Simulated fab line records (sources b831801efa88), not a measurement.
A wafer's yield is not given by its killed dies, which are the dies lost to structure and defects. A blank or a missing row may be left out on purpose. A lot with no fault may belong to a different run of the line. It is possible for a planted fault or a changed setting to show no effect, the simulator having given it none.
Which tool was responsible? | flow gf180mcu | 36 wafers from 12 lots sampled at 6 of the route's 602 steps

== WHAT EACH GAUGE READ, for each wafer ==
GF_V5_BOW_MEAS_05.
lot  | measured     | on            | V5_BOW (um)
L632 | day 26 17:47 | film metro-01 | 129 133 154
L633 | day 26 23:11 | film metro-02 | 106 134 125
L635 | day 27 18:57 | film metro-01 | 142 137 130
L639 | day 29 04:24 | film metro-02 | 139 131 141
L640 | day 29 07:17 | film metro-02 | 118 131 122
L641 | day 29 20:08 | film metro-02 | 124 116 122
L646 | day 30 23:38 | film metro-01 | 123 126 123
L650 | day 32 07:44 | film metro-03 | 129 128 122
L651 | day 32 08:23 | film metro-03 | 117 134 126
L652 | day 32 09:25 | film metro-02 | 149 139 134
L653 | day 32 13:53 | film metro-02 | 129 138 137
L654 | day 32 19:46 | film metro-02 | 140 134 127

GF_V5_THK_MEAS_25: measures by xrf.
lot  | measured     | on            | V5_W_THK (nm)
L632 | day 27 15:17 | film metro-03 | 366 370 367
L633 | day 27 20:58 | film metro-01 | 362 358 358
L635 | day 28 15:49 | film metro-03 | 355 363 364
L639 | day 30 00:29 | film metro-02 | 358 356 357
L640 | day 30 03:40 | film metro-01 | 349 362 355
L641 | day 30 15:38 | film metro-02 | 359 358 361
L646 | day 31 18:50 | film metro-02 | 356 358 361
L650 | day 33 01:13 | film metro-02 | 360 362 358
L651 | day 33 02:23 | film metro-02 | 350 361 354
L652 | day 33 03:17 | film metro-03 | 362 368 355
L653 | day 33 07:06 | film metro-03 | 364 363 364
L654 | day 33 12:51 | film metro-03 | 368 366 369

GF_TOP_METAL_RS_MEAS_05: a four-point-probe measurement.
lot  | measured     | on            | TOP_METAL_ALCU_RS (ohm/sq)
L632 | day 27 15:52 | film metro-04 | 0.03288 0.03273 0.03271
L633 | day 27 21:34 | film metro-03 | 0.03319 0.03277 0.03286
L635 | day 28 16:25 | film metro-03 | 0.03297 0.03293 0.03252
L639 | day 30 01:04 | film metro-02 | 0.03247 0.03245 0.03271
L640 | day 30 04:14 | film metro-04 | 0.03313 0.033 0.03314
L641 | day 30 16:14 | film metro-04 | 0.03235 0.03252 0.03246
L646 | day 31 19:27 | film metro-03 | 0.03271 0.0324 0.03269
L650 | day 33 01:47 | film metro-02 | 0.03253 0.03241 0.02536 0.03253 0.03239 0.02535
L651 | day 33 03:00 | film metro-02 | 0.02547 0.03261 0.0327 0.02547 0.03258 0.0328
L652 | day 33 03:52 | film metro-02 | 0.03288 0.03256 0.03282
L653 | day 33 07:43 | film metro-02 | 0.03279 0.03269 0.03294
L654 | day 33 13:28 | film metro-04 | 0.03255 0.03244 0.03268

GF_TOP_METAL_THK_MEAS_06: measures by xrf.
lot  | measured     | on            | TOP_METAL_ALCU_THK (nm)
L632 | day 27 15:59 | film metro-04 | 894 902 903
L633 | day 27 21:40 | film metro-03 | 902 907 906
L635 | day 28 16:31 | film metro-03 | 904 908 912
L639 | day 30 01:11 | film metro-02 | 918 918 910
L640 | day 30 04:22 | film metro-04 | 893 897 894
L641 | day 30 16:20 | film metro-04 | 911 906 916
L646 | day 31 19:32 | film metro-03 | 903 916 905
L650 | day 33 04:31 | film metro-02 | 913 914 1172 914 919 1174
L651 | day 33 08:38 | film metro-02 | 1164 908 907 1168 914 908
L652 | day 33 03:59 | film metro-02 | 903 909 902
L653 | day 33 07:48 | film metro-02 | 906 911 905
L654 | day 33 13:33 | film metro-04 | 906 908 901

== EACH LOT AND THE TOOL THAT RAN IT (in order: tool; ch and the chambers of the sampled wafers; start) ==
lot  | GF_V5_SPUTTER_22             | GF_TOP_METAL_SPUTTER_02
L632 | pvd sputter-02, day 27 15:01 | pvd sputter-04, day 27 15:47
L633 | pvd sputter-01, day 27 20:41 | pvd sputter-04, day 27 21:27
L635 | pvd sputter-03, day 28 15:32 | pvd sputter-02, day 28 16:18
L639 | pvd sputter-01, day 30 00:13 | pvd sputter-01, day 30 00:59
L640 | pvd sputter-02, day 30 03:23 | pvd sputter-01, day 30 04:09
L641 | pvd sputter-01, day 30 15:22 | pvd sputter-01, day 30 16:07
L646 | pvd sputter-03, day 31 18:32 | pvd sputter-04, day 31 19:18
L650 | pvd sputter-02, day 33 00:56 | pvd sputter-01, day 33 01:42
L651 | pvd sputter-03, day 33 02:05 | pvd sputter-01, day 33 02:51
L652 | pvd sputter-03, day 33 03:01 | pvd sputter-02, day 33 03:47
L653 | pvd sputter-02, day 33 06:48 | pvd sputter-04, day 33 07:34
L654 | pvd sputter-03, day 33 12:34 | pvd sputter-02, day 33 13:19
- GF_V5_SPUTTER_22: material TiN, target thk 10 nm, time 40 s.
- GF_TOP_METAL_SPUTTER_02: material AlCu, target thk 900 nm, time 47.82 s.

== WHAT THE TOOLS THEMSELVES READ (means of the sampled wafers that have a number; where no wafer has one, the mark that the record gives instead) ==
GF_V5_SPUTTER_22.
lot  | tool           | cathode dc power W (W) | throttle valve pct (%)
L632 | pvd sputter-02 | 4000.1                 | 29.2
L633 | pvd sputter-01 | 4000.7                 | 29.1
L635 | pvd sputter-03 | 4000.7                 | 31.8
L639 | pvd sputter-01 | 3999.2                 | 30.2
L640 | pvd sputter-02 | 3999.4                 | 28.6
L641 | pvd sputter-01 | 3999.8                 | 30.1
L646 | pvd sputter-03 | 3999.9                 | 30.3
L650 | pvd sputter-02 | 4000.0                 | 30.0
L651 | pvd sputter-03 | 3999.8                 | 30.5
L652 | pvd sputter-03 | 3999.4                 | 30.9
L653 | pvd sputter-02 | 4000.1                 | 30.2
L654 | pvd sputter-03 | 3999.4                 | 31.4

GF_TOP_METAL_SPUTTER_02.
lot  | tool           | cathode dc power W (W) | throttle valve pct (%)
L632 | pvd sputter-04 | 10601                  | 30.0
L633 | pvd sputter-04 | 10601                  | 30.2
L635 | pvd sputter-02 | 10598                  | 31.0
L639 | pvd sputter-01 | 10600                  | 29.0
L640 | pvd sputter-01 | 10599                  | 30.2
L641 | pvd sputter-01 | 10600                  | 29.9
L646 | pvd sputter-04 | 10597                  | 30.1
L650 | pvd sputter-01 | 10601                  | 29.8
L651 | pvd sputter-01 | 10600                  | 30.0
L652 | pvd sputter-02 | 10601                  | 29.3
L653 | pvd sputter-04 | 10602                  | 30.4
L654 | pvd sputter-02 | 10601                  | 30.2

== THE ANSWER, worked out from the rows above alone ==
Rule: the usual values come from the lots themselves. The widest of any qualifying gaps counts: lots, ordered by their means at a reading, are off when they make up no more than a third of the lots, leave a main group of 4 or more, and stand apart from it by 3 or more times the standard deviation of that group's means. If all means in a main group match to the digits the tables above print for the reading, that group is not used. Also off: a lot with no number at a reading for which 4 or more lots have one. Any other lot the step has rows for is counted as sound. After the gauges, taken in route order, come the tools' own readings; for these a lot's mean is taken, as printed above. The first step at which some lot is off is used, and at that step the reading that is off furthest; a lot without a number counts as furthest.
Off: L650, L651, seen at GF_TOP_METAL_RS_MEAS_05 (TOP_METAL_ALCU_RS). For the main group the mean is 0.03273 ohm/sq and the standard deviation 0.00019.
A tool fits if, at a process step before that reading, it ran every lot that is off, and no sound lot after the first of them. Gauges at GF_TOP_METAL_RS_MEAS_05: tried the same way as those tools. One fits: GF_TOP_METAL_SPUTTER_02 on pvd sputter-01. A fault onset in the window from L641 (day 30 16:07, its last sound lot) to L650 (day 33 01:42, its first lot off) fits.

== WHAT THE SIMULATOR PUT IN ==
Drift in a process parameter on pvd sputter-01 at GF_TOP_METAL_SPUTTER_02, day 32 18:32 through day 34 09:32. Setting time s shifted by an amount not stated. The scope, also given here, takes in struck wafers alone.
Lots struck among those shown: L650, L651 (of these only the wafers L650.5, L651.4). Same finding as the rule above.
